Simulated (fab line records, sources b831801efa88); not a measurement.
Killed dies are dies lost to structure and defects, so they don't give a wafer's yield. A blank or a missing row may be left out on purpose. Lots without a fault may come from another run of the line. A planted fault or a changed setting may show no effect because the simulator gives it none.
fab line records | flow gf180mcu
record lots=5 wafers=15 last_day=31
route steps=602 shown CONTACT@300 M1@315 V1@335
lots that met no fault: from a run of the same line without faults
start_h: hours from the record's first day to the start of the lot's first wafer shown | wait_h: hours since the lot's step before | " the same as in the row above | L1.1+2: a row that stands for several wafers | - no value, or no start given | * or withheld: withheld | < > ~ a bound
route shown NAME@n: a module of which the file shows steps, and the number in the route of the first | usual: mean/standard deviation of fault-free wafers | same: alike in all rows | chamber/n: place in a boat | sites: the reading at each site | _std_site: their standard deviation | _edge_site: outer sites' mean less inner sites' | radius_mm: how far each site lies from the wafer's centre | mask NAME#n: copy n | behind: the tool/chamber that last shaped the wafer | hold: why the lot was held/for how many hours/how that ended | device: the transistor (n, p or np) that didn't switch | end of line: the same wafers' tests at the end of the route | a step without rows: its recipe alone | killed: dies lost to structure and defects at the first sort, not the wafer's yield | map: a wafer's dies, x killed, . not, _ none there
set.NAME: the setting as run; set.NAME@STEP: as run at that earlier step | model.NAME: the simulator's own value behind a step, which no gauge read
lots at some steps of the route; a table a step, a row a wafer
services: from which hour (start_h, from the record's first day; less than 0 if before it) a tool's chamber was out of use, for how many hours, and why
## steps
# step GF_CONTACT_DEVELOP_13
# recipe develop_time_s=60 resist=KrF dev_temp_c=21
# columns lot.wafer tool chamber start_h wait_h
L074.2+3+5 litho_track-03 0 360.31 0.2
L078.2+3+6 litho_track-03 0 404.21 0.2
L081.4+5+6 litho_track-03 0 450.96 0.1
L082.1+3+5 litho_track-02 0 451.39 0.2
L084.2+3+4 litho_track-01 0 470.72 0.2
# step GF_CONTACT_CD_MEAS_14
# recipe target_cd_nm=220
# usual cd_nm=220.0/1.6
# columns lot.wafer tool chamber start_h wait_h cd_nm
L074.2 cd_sem-01 - 360.45 0.1 221.4
L074.3 " - " " 222.0
L074.5 " - " " 220.2
L078.2 cd_sem-01 - 404.35 0.1 221.4
L078.3 " - " " 219.8
L078.6 " - " " 220.6
L081.4 cd_sem-02 - 451.09 0.1 220.9
L081.5 " - " " 221.2
L081.6 " - " " 219.8
L082.1 cd_sem-01 - 451.54 0.1 220.1
L082.3 " - " " 219.9
L082.5 " - " " 220.4
L084.2 cd_sem-02 - 470.86 0.1 221.6
L084.3 " - " " 222.2
L084.4 " - " " 220.9
# step GF_CONTACT_OVL_MEAS_15
# usual CONTACT_OVL=1/5.4
# columns lot.wafer tool chamber start_h wait_h CONTACT_OVL[nm]
L074.2 overlay-02 - 360.56 0.1 3
L074.3 " - " " 3
L074.5 " - " " 1
L078.2 overlay-02 - 404.46 0.1 5
L078.3 " - " " 3
L078.6 " - " " 0
L081.4 overlay-01 - 451.17 0.1 1
L081.5 " - " " 1
L081.6 " - " " 5
L082.1 overlay-02 - 451.66 0.1 6
L082.3 " - " " 2
L082.5 " - " " 2
L084.2 overlay-01 - 470.97 0.1 2
L084.3 " - " " 5
L084.4 " - " " -3
# step GF_CONTACT_ETCH_16
# recipe chemistry=N2/H2 target_depth_a=withheld overetch_a=withheld time_s=withheld target=BARC ion_energy_ev=200 source_w=500 bias_w=100 pressure_mtorr=30 n2_flow_sccm=100 h2_flow_sccm=200
# usual drypump_motor_current_A=5.8/0.46 oes_product_au=0.854/0.0048 throttle_valve_pct=13.226/0.009
# columns lot.wafer tool chamber start_h wait_h drypump_motor_current_A oes_product_au throttle_valve_pct
L074.2 rie_diel-01 1 360.59 0.0 6.6 0.857 13.224
L074.3 " 3 " " 5.3 0.862 13.219
L074.5 " 1 " " 6.6 0.851 13.231
L078.2 rie_diel-02 1 404.49 0.0 5.3 0.858 13.216
L078.3 " 2 " " 5.9 0.850 13.223
L078.6 " 1 " " 5.3 0.851 13.232
L081.4 rie_diel-01 1 451.19 0.0 6.6 0.854 13.228
L081.5 " 0 " " 5.0 0.852 13.225
L081.6 " 3 " " 5.3 0.852 13.216
L082.1 rie_diel-04 2 451.70 0.0 5.7 0.857 13.217
L082.3 " 3 " " 5.6 0.850 13.239
L082.5 " 1 " " 6.2 0.853 13.230
L084.2 rie_diel-04 3 471.00 0.0 5.6 0.849 13.231
L084.3 " 1 " " 6.3 0.851 13.229
L084.4 " 2 " " 5.6 0.852 13.227
# step GF_CONTACT_ETCH_17
# recipe chemistry=C4F8/O2/Ar mask_material=KrF target=SiO2 stop_on=CoSi2 source_w=1500 bias_w=1200 pressure_mtorr=40 c4f8_flow_sccm=withheld O2_flow_sccm=6 Ar_flow_sccm=300 time_s=withheld target_depth_a=8600
# usual oes_product_au=0.814/0.0049
# columns lot.wafer tool chamber start_h wait_h oes_product_au
L074.2 rie_diel-01 1 - - 0.816
L074.3 " 3 " " 0.810
L074.5 " 1 " " 0.817
L078.2 rie_diel-02 1 - - 0.806
L078.3 " 2 " " 0.820
L078.6 " 1 " " 0.815
L081.4 rie_diel-01 1 - - 0.812
L081.5 " 0 " " 0.805
L081.6 " 3 " " 0.820
L082.1 rie_diel-04 2 - - 0.818
L082.3 " 3 " " 0.819
L082.5 " 1 " " 0.816
L084.2 rie_diel-04 3 - - 0.815
L084.3 " 1 " " 0.824
L084.4 " 2 " " 0.803
# step GF_CONTACT_STRIP_18
# recipe chemistry=O2/N2 power_w=1400 pressure_mtorr=1500 platen_temp_c=250 o2_flow_sccm=3000 n2_flow_sccm=300 overash_fraction=0.5
# usual drypump_motor_current_A=5.89/0.12 heater_power_w=341/38 oes_product_au=0.579/0.0052
# columns lot.wafer tool chamber start_h wait_h drypump_motor_current_A heater_power_w oes_product_au rf_hours_counter_h
L074.2 plasma_asher-03 1 360.75 - 5.87 356 0.575 57
L074.3 " 1 " " 5.88 360 0.569 -
L074.5 " 1 " " 5.88 357 0.586 -
L078.2 plasma_asher-02 0 404.65 - 5.91 391 0.582 77
L078.3 " 1 " " 5.89 277 0.579 -
L078.6 " 1 " " 5.90 287 0.582 -
L081.4 plasma_asher-02 1 451.39 - 5.87 279 0.572 -
L081.5 " 1 " " 5.87 275 0.588 -
L081.6 " 0 " " 5.97 390 0.577 -
L082.1 plasma_asher-02 1 451.86 - 5.86 287 0.577 83
L082.3 " 0 " " 6.01 393 0.582 -
L082.5 " 0 " " 5.99 391 0.580 -
L084.2 plasma_asher-03 0 471.16 - 6.09 331 0.579 70
L084.3 " 0 " " 6.09 327 0.575 -
L084.4 " 1 " " 5.86 358 0.571 -
# step GF_CONTACT_CLEAN_19
# recipe chemistry=SPM
# columns lot.wafer tool chamber start_h wait_h
L074.2+3+5 wet_bench-03 3 360.85 0.1
L078.2+3+6 wet_bench-04 3 404.75 0.1
L081.4+5+6 wet_bench-03 1 451.45 0.0
L082.1+3+5 wet_bench-03 1 451.96 0.1
L084.2+3+4 wet_bench-03 2 471.26 0.1
# step GF_CONTACT_CLEAN_20
# recipe chemistry=DIW
# columns lot.wafer tool chamber start_h wait_h
L074.2+3+5 wet_bench-04 1 360.95 0.0
L078.2+3+6 wet_bench-01 2 404.84 0.0
L081.4+5+6 wet_bench-01 1 451.54 0.0
L082.1+3+5 wet_bench-01 0 452.05 0.0
L084.2+3+4 wet_bench-01 0 471.35 0.0
# step GF_CONTACT_CLEAN_21
# recipe chemistry=dHF time_s=20 dilution=100:1 dry=ipa_marangoni
# columns lot.wafer tool chamber start_h wait_h
L074.2+3+5 wet_bench-03 3 361.05 0.0
L078.2+3+6 wet_bench-03 3 404.94 0.0
L081.4+5+6 wet_bench-04 3 451.64 0.0
L082.1+3+5 wet_bench-04 3 452.15 0.0
L084.2+3+4 wet_bench-03 2 471.45 0.0
# step GF_CONTACT_SPUTTER_22
# recipe material=Ti target_thk_nm=15 chamber_pressure_pa=5 power_w=2500 substrate_temp_c=200 time_s=80.02
# usual cathode_dc_power_W=2500.0/0.49 throttle_valve_pct=30.5/0.85
# columns lot.wafer tool chamber start_h wait_h cathode_dc_power_W throttle_valve_pct
L074.2 pvd_sputter-01 - 361.06 0.0 2499.0 31.7
L074.3 " - " " 2500.5 31.3
L074.5 " - " " 2500.2 30.5
L078.2 pvd_sputter-04 - 404.95 0.0 2500.5 29.7
L078.3 " - " " 2500.5 29.8
L078.6 " - " " 2499.8 29.6
L081.4 pvd_sputter-04 - 451.65 0.0 2500.0 29.7
L081.5 " - " " 2500.3 29.5
L081.6 " - " " 2499.7 29.1
L082.1 pvd_sputter-03 - 452.16 0.0 2500.4 29.9
L082.3 " - " " 2500.8 31.3
L082.5 " - " " 2500.1 31.4
L084.2 pvd_sputter-01 - 471.47 0.0 2498.8 30.9
L084.3 " - " " 2499.8 31.1
L084.4 " - " " 2499.8 31.7
# step GF_CONTACT_SPUTTER_23
# recipe material=TiN target_thk_nm=10 chamber_pressure_pa=5 power_w=4000 time_s=40
# usual cathode_dc_power_W=4000.0/0.77 throttle_valve_pct=30.5/0.86
# columns lot.wafer tool chamber start_h wait_h cathode_dc_power_W throttle_valve_pct
L074.2 pvd_sputter-01 - 361.12 0.0 3999.1 31.9
L074.3 " - " " 4000.1 31.0
L074.5 " - " " 4000.8 30.5
L078.2 pvd_sputter-04 - 405.01 0.0 4000.4 29.6
L078.3 " - " " 3999.8 29.9
L078.6 " - " " 4001.8 29.9
L081.4 pvd_sputter-04 - 451.71 0.0 4000.1 29.7
L081.5 " - " " 3998.8 29.8
L081.6 " - " " 3999.3 29.2
L082.1 pvd_sputter-03 - 452.22 0.0 4000.3 30.0
L082.3 " - " " 3999.7 31.3
L082.5 " - " " 3999.0 30.9
L084.2 pvd_sputter-01 - 471.53 0.0 4000.8 30.6
L084.3 " - " " 4000.2 31.0
L084.4 " - " " 3999.9 31.8
# step GF_CONTACT_CVD_24
# recipe material=W target_thk_nm=300 time_s=90.339 temp_c=400 pressure_torr=40
# usual heater_power_w=843/80
# columns lot.wafer tool chamber start_h wait_h heater_power_w
L074.2 cvd_w-01 0 361.16 0.0 767
L074.3 " 0 " " 768
L074.5 " 1 " " 981
L078.2 cvd_w-01 1 405.05 0.0 922
L078.3 " 1 " " 952
L078.6 " 0 " " 744
L081.4 cvd_w-02 1 451.78 0.1 832
L081.5 " 1 " " 849
L081.6 " 0 " " 809
L082.1 cvd_w-02 0 452.26 0.0 832
L082.3 " 0 " " 822
L082.5 " 1 " " 849
L084.2 cvd_w-01 1 471.62 0.1 975
L084.3 " 0 " " 768
L084.4 " 1 " " 951
# step GF_CONTACT_RS_MEAS_25
# recipe thk_meas_gauge=four-point-probe reads=W_of_CONTACT_CVD_24+TiN_of_CONTACT_SPUTTER_23+Ti_of_CONTACT_SPUTTER_22
# usual CONTACT_W_RS=0.379/0.0087
# columns lot.wafer tool chamber start_h wait_h CONTACT_W_RS[ohm/sq]
L074.2 film_metro-01 - 361.28 0.1 0.385
L074.3 " - " " 0.380
L074.5 " - " " 0.361
L078.2 film_metro-03 - 405.17 0.1 0.362
L078.3 " - " " 0.365
L078.6 " - " " 0.381
L081.4 film_metro-03 - 451.91 0.1 0.369
L081.5 " - " " 0.378
L081.6 " - " " 0.388
L082.1 film_metro-02 - 452.36 0.1 0.388
L082.3 " - " " 0.391
L082.5 " - " " 0.384
L084.2 film_metro-01 - 471.74 0.1 0.361
L084.3 " - " " 0.375
L084.4 " - " " 0.360
# step GF_CONTACT_THK_MEAS_26
# recipe thk_meas_gauge=xrf reads=W_of_CONTACT_CVD_24
# usual CONTACT_W_THK=297/6.7
# columns lot.wafer tool chamber start_h wait_h CONTACT_W_THK[nm]
L074.2 film_metro-01 - 361.39 0.1 293
L074.3 " - " " 297
L074.5 " - " " 312
L078.2 film_metro-03 - 405.28 0.1 307
L078.3 " - " " 304
L078.6 " - " " 292
L081.4 film_metro-03 - 452.00 0.1 301
L081.5 " - " " 297
L081.6 " - " " 290
L082.1 film_metro-02 - 452.48 0.1 292
L082.3 " - " " 290
L082.5 " - " " 294
L084.2 film_metro-01 - 471.85 0.1 314
L084.3 " - " " 299
L084.4 " - " " 312
# step GF_CONTACT_CMP_27
# recipe stop_on=SiO2 down_force_psi=3.5 platen_rpm=60 t_overpolish_s=15 target_thk_nm=0 pad_velocity_m_s=0.94248
# usual edge_zone_pressure_frac=1.000/0.0054 motor_current_A=10.6/0.92 overpolish_run_s=14.999/0.0099 time_to_endpoint_s=75/4.3
# columns lot.wafer tool chamber start_h wait_h edge_zone_pressure_frac motor_current_A overpolish_run_s time_to_endpoint_s
L074.3 cmp-01 1 361.44 0.0 0.993 11.8 15.020 73
L074.2 " 3 " " 1.003 9.9 15.010 66
L074.5 " 2 " " 1.012 11.6 14.995 75
L078.2 cmp-02 0 405.38 0.1 1.011 10.2 14.994 80
L078.3 " 2 " " 0.995 9.0 14.998 76
L078.6 " 3 " " 0.994 11.0 14.995 74
L081.4 cmp-01 1 452.13 0.1 1.010 11.9 15.003 82
L081.5 " 3 " " 0.999 9.9 14.995 78
L081.6 " 0 " " 1.001 10.8 15.004 71
L082.1 cmp-02 0 452.59 0.1 0.995 10.0 14.990 77
L082.3 " 2 " " 0.993 8.6 15.001 72
L082.5 " 0 " " 0.999 9.9 14.974 78
L084.3 cmp-02 1 472.10 0.2 0.999 11.7 15.016 70
L084.4 " 2 " " 1.005 8.8 14.995 77
L084.2 " 3 " " 0.992 11.0 15.006 79
# step GF_M1_SPUTTER_00
# recipe material=Ti target_thk_nm=37.5 arriving_ion_energy_ev=80 substrate_temp_c=200 chamber_pressure_pa=2 power_w=4000 time_s=150
# usual cathode_dc_power_W=4000.0/0.69 throttle_valve_pct=29.6/1.1
# columns lot.wafer tool chamber start_h wait_h cathode_dc_power_W throttle_valve_pct
L074.2 pvd_sputter-02 - 361.74 0.1 3999.9 28.6
L074.3 " - " " 4000.4 30.2
L074.5 " - " " 3999.1 29.7
L078.2 pvd_sputter-02 - 405.63 0.2 4000.0 28.6
L078.3 " - " " 3998.6 29.7
L078.6 " - " " 4000.3 30.5
L081.4 pvd_sputter-01 - 452.33 0.1 4000.5 31.8
L081.5 " - " " 4001.7 31.0
L081.6 " - " " 3999.0 31.9
L082.1 pvd_sputter-04 - 452.84 0.2 3999.8 30.0
L082.3 " - " " 4001.7 28.8
L082.5 " - " " 4000.0 29.2
L084.2 pvd_sputter-01 - 472.40 0.1 3999.6 29.5
L084.3 " - " " 3999.8 30.4
L084.4 " - " " 4000.3 31.1
# step GF_M1_SPUTTER_01
# recipe material=TiN target_thk_nm=30 power_w=6500 time_s=25 chamber_pressure_pa=0.4
# usual cathode_dc_power_W=6500.1/1.3 throttle_valve_pct=29.6/1.1
# columns lot.wafer tool chamber start_h wait_h cathode_dc_power_W throttle_valve_pct
L074.2 pvd_sputter-02 - 361.84 0.1 6500.6 28.7
L074.3 " - " " 6498.8 30.0
L074.5 " - " " 6500.7 29.7
L078.2 pvd_sputter-02 - 405.74 0.1 6501.2 28.3
L078.3 " - " " 6500.2 30.0
L078.6 " - " " 6500.5 30.3
L081.4 pvd_sputter-01 - 452.43 0.1 6498.7 32.0
L081.5 " - " " 6501.6 31.3
L081.6 " - " " 6500.4 31.7
L082.1 pvd_sputter-04 - 452.94 0.1 6499.9 29.9
L082.3 " - " " 6499.7 28.8
L082.5 " - " " 6498.2 29.2
L084.2 pvd_sputter-01 - 472.50 0.1 6499.0 29.7
L084.3 " - " " 6500.2 30.5
L084.4 " - " " 6498.7 31.2
# step GF_M1_SPUTTER_02
# recipe material=AlCu target_thk_nm=450 power_w=10600 time_s=23.9 chamber_pressure_pa=0.4
# usual cathode_dc_power_W=10600/1.9 throttle_valve_pct=29.6/1.2
# columns lot.wafer tool chamber start_h wait_h cathode_dc_power_W throttle_valve_pct
L074.2 pvd_sputter-02 - 361.87 0.0 10600 28.6
L074.3 " - " " 10599 29.8
L074.5 " - " " 10599 29.6
L078.2 pvd_sputter-02 - 405.78 0.0 10600 28.5
L078.3 " - " " 10599 29.7
L078.6 " - " " 10598 30.8
L081.4 pvd_sputter-01 - 452.46 0.0 10601 32.0
L081.5 " - " " 10602 31.2
L081.6 " - " " 10599 31.8
L082.1 pvd_sputter-04 - 452.97 0.0 10603 29.9
L082.3 " - " " 10598 28.8
L082.5 " - " " 10599 29.3
L084.2 pvd_sputter-01 - 472.53 0.0 10603 29.8
L084.3 " - " " 10602 30.3
L084.4 " - " " 10602 31.0
# step GF_M1_SPUTTER_03
# recipe material=Ti target_thk_nm=10 substrate_temp_c=300 chamber_pressure_pa=0.3 power_w=3000 time_s=6.7
# usual cathode_dc_power_W=3000.0/0.48 throttle_valve_pct=29.6/1.2
# columns lot.wafer tool chamber start_h wait_h cathode_dc_power_W throttle_valve_pct
L074.2 pvd_sputter-02 - 361.90 0.0 2999.8 28.5
L074.3 " - " " 3000.1 29.6
L074.5 " - " " 3000.8 29.6
L078.2 pvd_sputter-02 - 405.81 0.0 3000.0 28.8
L078.3 " - " " 3000.3 30.0
L078.6 " - " " 3000.1 30.7
L081.4 pvd_sputter-01 - 452.49 0.0 3000.4 31.9
L081.5 " - " " 2999.3 31.4
L081.6 " - " " 2999.8 31.8
L082.1 pvd_sputter-04 - 453.00 0.0 3000.0 29.8
L082.3 " - " " 2999.6 29.1
L082.5 " - " " 3000.1 29.4
L084.2 pvd_sputter-01 - 472.56 0.0 2999.9 30.0
L084.3 " - " " 2999.7 30.7
L084.4 " - " " 2999.3 31.5
# step GF_M1_SPUTTER_04
# recipe material=TiN target_thk_nm=50 power_w=6500 time_s=41.7 chamber_pressure_pa=0.4
# usual cathode_dc_power_W=6500.1/1.1 throttle_valve_pct=29.6/1.2
# columns lot.wafer tool chamber start_h wait_h cathode_dc_power_W throttle_valve_pct
L074.2 pvd_sputter-02 - 361.92 0.0 6500.8 28.4
L074.3 " - " " 6499.7 30.0
L074.5 " - " " 6500.5 29.7
L078.2 pvd_sputter-02 - 405.84 0.0 6500.4 28.6
L078.3 " - " " 6499.7 29.6
L078.6 " - " " 6500.3 30.6
L081.4 pvd_sputter-01 - 452.51 0.0 6500.1 31.9
L081.5 " - " " 6501.1 31.0
L081.6 " - " " 6500.3 31.6
L082.1 pvd_sputter-04 - 453.02 0.0 6499.4 30.2
L082.3 " - " " 6500.2 28.9
L082.5 " - " " 6500.1 29.3
L084.2 pvd_sputter-01 - 472.58 0.0 6501.8 29.6
L084.3 " - " " 6500.2 30.5
L084.4 " - " " 6498.9 31.3
# step GF_M1_RS_MEAS_05
# recipe thk_meas_gauge=four-point-probe reads=TiN_of_M1_SPUTTER_04+Ti_of_M1_SPUTTER_03+AlCu_of_M1_SPUTTER_02+TiN_of_M1_SPUTTER_01+Ti_of_M1_SPUTTER_00
# usual M1_ALCU_RS=0.0692/0.0009
# columns lot.wafer tool chamber start_h wait_h M1_ALCU_RS[ohm/sq]
L074.2 film_metro-01 - 361.98 0.0 0.0696
L074.3 " - " " 0.0686
L074.5 " - " " 0.0678
L078.2 film_metro-01 - 405.90 0.0 0.0693
L078.3 " - " " 0.0687
L078.6 " - " " 0.0686
L081.4 film_metro-04 - 452.61 0.1 0.0668
L081.5 " - " " 0.0678
L081.6 " - " " 0.0675
L082.1 film_metro-04 - 453.06 0.0 0.0708
L082.3 " - " " 0.0684
L082.5 " - " " 0.0691
L084.2 film_metro-04 - 472.64 0.0 0.0695
L084.3 " - " " 0.0694
L084.4 " - " " 0.0689
# step GF_M1_THK_MEAS_06
# recipe thk_meas_gauge=xrf reads=AlCu_of_M1_SPUTTER_02
# usual M1_ALCU_THK=452/6.3
# columns lot.wafer tool chamber start_h wait_h M1_ALCU_THK[nm]
L074.2 film_metro-01 - 362.09 0.1 449
L074.3 " - " " 455
L074.5 " - " " 459
L078.2 film_metro-01 - 406.01 0.1 453
L078.3 " - " " 457
L078.6 " - " " 453
L081.4 film_metro-04 - 452.70 0.1 470
L081.5 " - " " 460
L081.6 " - " " 467
L082.1 film_metro-04 - 453.18 0.1 444
L082.3 " - " " 460
L082.5 " - " " 454
L084.2 film_metro-04 - 472.75 0.1 450
L084.3 " - " " 454
L084.4 " - " " 455
# step GF_M1_DEHYDRATE_07
# recipe temp_c=200 time_s=60
# columns lot.wafer tool chamber start_h wait_h
L074.2+3+5 litho_track-02 0 372.72 10.6
L078.2+3+6 litho_track-01 0 417.07 11.0
L081.4+5+6 litho_track-02 0 464.32 11.6
L082.1+3+5 litho_track-01 0 465.04 11.9
L084.2+3+4 litho_track-01 0 483.27 10.5
# step GF_M1_HMDS_08
# recipe prime_time_s=60 prime_temp_c=120
# columns lot.wafer tool chamber start_h wait_h
L074.2+3+5 litho_track-02 0 372.87 0.1
L078.2+3+6 litho_track-01 0 417.22 0.1
L081.4+5+6 litho_track-02 0 464.47 0.1
L082.1+3+5 litho_track-01 0 465.19 0.1
L084.2+3+4 litho_track-01 0 483.42 0.1
# step GF_M1_COAT_09
# recipe resist=KrF spin_rpm=withheld resist_thk_nm=1000
# columns lot.wafer tool chamber start_h wait_h
L074.2+3+5 litho_track-02 0 373.02 0.1
L078.2+3+6 litho_track-01 0 417.37 0.1
L081.4+5+6 litho_track-02 0 464.62 0.1
L082.1+3+5 litho_track-01 0 465.34 0.1
L084.2+3+4 litho_track-01 0 483.57 0.1
# step GF_M1_SOFTBAKE_10
# recipe temp_c=130 time_s=60 resist=KrF
# columns lot.wafer tool chamber start_h wait_h
L074.2+3+5 litho_track-02 0 373.17 0.1
L078.2+3+6 litho_track-01 0 417.52 0.1
L081.4+5+6 litho_track-02 0 464.77 0.1
L082.1+3+5 litho_track-01 0 465.49 0.1
L084.2+3+4 litho_track-01 0 483.72 0.1
# step GF_M1_EXPOSE_11
# recipe mask_id=Metal1 target_cd_nm=230 na=0.68 source_shape=conventional sigma_outer=0.6 dose_mj=28
# columns lot.wafer tool chamber start_h wait_h mask
L074.2+3+5 krf_scanner-02 0 - - Metal1#0
L078.2+3+6 krf_scanner-02 0 - - Metal1#0
L081.4+5+6 krf_scanner-01 0 - - Metal1#0
L082.1+3+5 krf_scanner-01 0 - - Metal1#0
L084.2+3+4 krf_scanner-01 0 - - Metal1#0
# step GF_M1_PEB_12
# recipe peb_temp_c=135 peb_time_s=90 resist=KrF
# columns lot.wafer tool chamber start_h wait_h
L074.2+3+5 litho_track-04 0 - -
L078.2+3+6 litho_track-04 0 - -
L081.4+5+6 litho_track-02 0 - -
L082.1+3+5 litho_track-02 0 - -
L084.2+3+4 litho_track-04 0 - -
# step GF_M1_DEVELOP_13
# recipe develop_time_s=60 dev_temp_c=21
# columns lot.wafer tool chamber start_h wait_h
L074.2+3+5 litho_track-04 0 384.78 0.2
L078.2+3+6 litho_track-04 0 428.93 0.2
L081.4+5+6 litho_track-02 0 476.67 0.1
L082.1+3+5 litho_track-02 0 476.94 0.2
L084.2+3+4 litho_track-04 0 495.73 0.2
# step GF_M1_CD_MEAS_14
# recipe target_cd_nm=230
# usual cd_nm=230.1/1.1
# columns lot.wafer tool chamber start_h wait_h cd_nm
L074.2 cd_sem-01 - 384.93 0.1 231.9
L074.3 " - " " 229.9
L074.5 " - " " 231.3
L078.2 cd_sem-02 - 429.08 0.1 230.0
L078.3 " - " " 229.8
L078.6 " - " " 231.1
L081.4 cd_sem-01 - 476.80 0.1 229.0
L081.5 " - " " 229.9
L081.6 " - " " 231.1
L082.1 cd_sem-02 - 477.09 0.1 228.3
L082.3 " - " " 229.2
L082.5 " - " " 227.8
L084.2 cd_sem-01 - 495.88 0.1 232.1
L084.3 " - " " 231.0
L084.4 " - " " 231.5
# step GF_M1_OVL_MEAS_15
# usual M1_OVL=1/5.8
# columns lot.wafer tool chamber start_h wait_h M1_OVL[nm]
L074.2 overlay-02 - 385.04 0.1 11
L074.3 " - " " 13
L074.5 " - " " 8
L078.2 overlay-01 - 429.18 0.1 2
L078.3 " - " " -3
L078.6 " - " " -3
L081.4 overlay-01 - 476.88 0.1 -9
L081.5 " - " " 1
L081.6 " - " " -3
L082.1 overlay-02 - 477.21 0.1 12
L082.3 " - " " 6
L082.5 " - " " 13
L084.2 overlay-01 - 495.98 0.1 -7
L084.3 " - " " -4
L084.4 " - " " 0
# step GF_M1_METAL_ETCH_16
# recipe chemistry=Cl2/BCl3 mask_material=KrF target_depth_nm=627.5 stop_on=SiO2 pressure_mtorr=8 icp_w=800 bias_w=140 Cl2_flow_sccm=80 bcl3_flow_sccm=40 time_s=104.6
# usual bcl3_flow_sccm=39.99/0.13 drypump_motor_current_A=5.7/0.37 mfc_cl2_sccm=80.05/0.23 oes_product_au=0.974/0.0066 throttle_valve_pct=28.247/0.011
# columns lot.wafer tool chamber start_h wait_h bcl3_flow_sccm drypump_motor_current_A mfc_cl2_sccm oes_product_au rf_hours_counter_h throttle_valve_pct
L074.2 rie_metal-02 1 385.07 0.0 39.95 5.5 80.07 0.966 2 28.269
L074.3 " 1 " " 39.86 5.5 80.11 0.974 - 28.253
L074.5 " 0 " " 39.97 5.4 80.23 0.981 - 28.218
L078.2 rie_metal-01 1 429.21 0.0 39.95 6.1 79.68 0.981 9 28.248
L078.3 " 0 " " 39.98 6.2 79.99 0.976 - 28.252
L078.6 " 0 " " 40.09 6.2 80.07 0.983 - 28.245
L081.4 rie_metal-03 0 476.94 0.0 40.08 5.8 80.16 0.990 - 28.234
L081.5 " 0 " " 40.05 5.8 79.70 0.987 - 28.225
L081.6 " 1 " " 39.95 5.3 79.96 0.990 - 28.242
L082.1 rie_metal-02 1 477.25 0.0 40.13 5.5 79.76 0.974 4 28.238
L082.3 " 0 " " 40.18 5.5 80.22 0.973 - 28.242
L082.5 " 0 " " 39.64 5.5 80.14 0.972 - 28.248
L084.2 rie_metal-01 1 496.01 0.0 39.99 6.1 80.18 0.966 10 28.250
L084.3 " 0 " " 39.90 6.2 79.86 0.986 - 28.247
L084.4 " 1 " " 39.97 6.1 80.03 0.974 - 28.247
# step GF_M1_STRIP_17
# recipe chemistry=O2/N2 power_w=1400 pressure_mtorr=1500 platen_temp_c=250 o2_flow_sccm=3000 n2_flow_sccm=300 overash_fraction=0.5
# usual drypump_motor_current_A=5.82/0.14 heater_power_w=341/13 oes_product_au=0.557/0.0045 strip_time_to_endpoint_s=7.86/0.043
# columns lot.wafer tool chamber start_h wait_h drypump_motor_current_A heater_power_w oes_product_au rf_hours_counter_h strip_time_to_endpoint_s
L074.2 plasma_asher-01 1 385.18 0.1 5.74 348 0.558 28 7.90
L074.3 " 0 " " 5.74 347 0.559 - 7.90
L074.5 " 0 " " 5.75 357 0.562 - 7.92
L078.2 plasma_asher-01 0 429.33 0.1 5.74 354 0.553 32 7.85
L078.3 " 0 " " 5.75 353 0.557 - 7.82
L078.6 " 0 " " 5.75 355 0.562 - 7.81
L081.4 plasma_asher-01 1 477.04 0.1 5.76 331 0.552 - 7.78
L081.5 " 1 " " 5.72 340 0.556 - 7.81
L081.6 " 0 " " 5.75 347 0.555 - 7.81
L082.1 plasma_asher-03 1 477.36 0.1 5.85 352 0.563 71 7.90
L082.3 " 1 " " 5.85 353 0.563 - 7.92
L082.5 " 0 " " 6.12 324 0.557 - 7.91
L084.2 plasma_asher-04 1 496.13 0.1 5.63 315 0.554 7 7.87
L084.3 " 1 " " 5.65 319 0.557 - 7.79
L084.4 " 0 " " 5.84 339 0.549 - 7.87
# step GF_M1_STRIP_18
# recipe chemistry=post_etch_residue_remover time_s=1200 temp_c=72.5
# usual bath_heat_duty_pct=14.5/1.1
# columns lot.wafer tool chamber start_h wait_h bath_heat_duty_pct
L074.2 wet_bench-03 2 385.28 0.1 14.1
L074.3 " 2 " " 13.9
L074.5 " 2 " " 14.1
L078.2 wet_bench-03 1 429.43 0.1 14.9
L078.3 " 1 " " 16.4
L078.6 " 1 " " 15.2
L081.4 wet_bench-01 1 477.11 0.0 14.0
L081.5 " 1 " " 15.3
L081.6 " 1 " " 15.8
L082.1 wet_bench-03 3 477.46 0.1 15.9
L082.3 " 3 " " 15.2
L082.5 " 3 " " 15.1
L084.2 wet_bench-01 3 496.23 0.1 14.4
L084.3 " 3 " " 13.0
L084.4 " 3 " " 11.6
# step GF_M1_CLEAN_19
# recipe chemistry=DIW dry=n2_spin
# columns lot.wafer tool chamber start_h wait_h
L074.2+3+5 wet_bench-02 1 385.62 0.0
L078.2+3+6 wet_bench-01 0 429.80 0.0
L081.4+5+6 wet_bench-02 0 477.48 0.0
L082.1+3+5 wet_bench-02 3 477.80 0.0
L084.2+3+4 wet_bench-03 1 496.57 0.0
# step GF_V1_CVD_00
# recipe material=SiO2 target_thk_nm=600 sigma_open_frac=0.3 temp_c=400 time_s=100 sih4_flow_sccm=60 pressure_mtorr=6
# columns lot.wafer tool chamber start_h wait_h
L074.2+3+5 hdpcvd-02 2,1,0 385.71 0.0
L078.2+3+6 hdpcvd-02 0,1,1 429.90 0.0
L081.4+5+6 hdpcvd-02 2,0,1 477.61 0.0
L082.1+3+5 hdpcvd-01 1,0,0 477.99 0.0
L084.2+3+4 hdpcvd-02 2,0,1 496.66 0.0
## services
# columns tool chamber start_h hours kind
krf_scanner-01 - 369.78 0.6 repair
wet_bench-03 - 372.52 2.0 repair
cvd_w-01 - 374.02 6.0 pm
cvd_w-01 - 390.00 14.0 pm
krf_scanner-01 - 391.99 3.6 pm
pvd_sputter-01 - 397.21 1.4 repair
krf_scanner-01 - 403.62 1.3 pm
plasma_asher-01 - 404.73 14.6 pm
krf_scanner-01 - 406.60 0.3 repair
krf_scanner-01 - 407.09 6.2 repair
pvd_sputter-01 - 407.18 3.0 repair
rie_diel-01 3 408.96 5.3 repair
pvd_sputter-01 - 414.30 1.8 repair
hdpcvd-02 2 419.14 11.9 repair
krf_scanner-01 - 424.97 0.6 repair
cmp-02 - 433.29 3.6 repair
cvd_w-01 - 448.34 4.3 pm
cvd_w-01 1 455.81 7.5 repair
krf_scanner-01 - 461.45 1.0 pm
krf_scanner-01 - 470.58 0.4 repair
rie_diel-04 0 472.04 6.6 repair
rie_diel-04 - 484.89 2.8 pm
rie_diel-01 - 487.97 2.8 pm
wet_bench-01 - 489.44 4.5 repair
## key
fault none
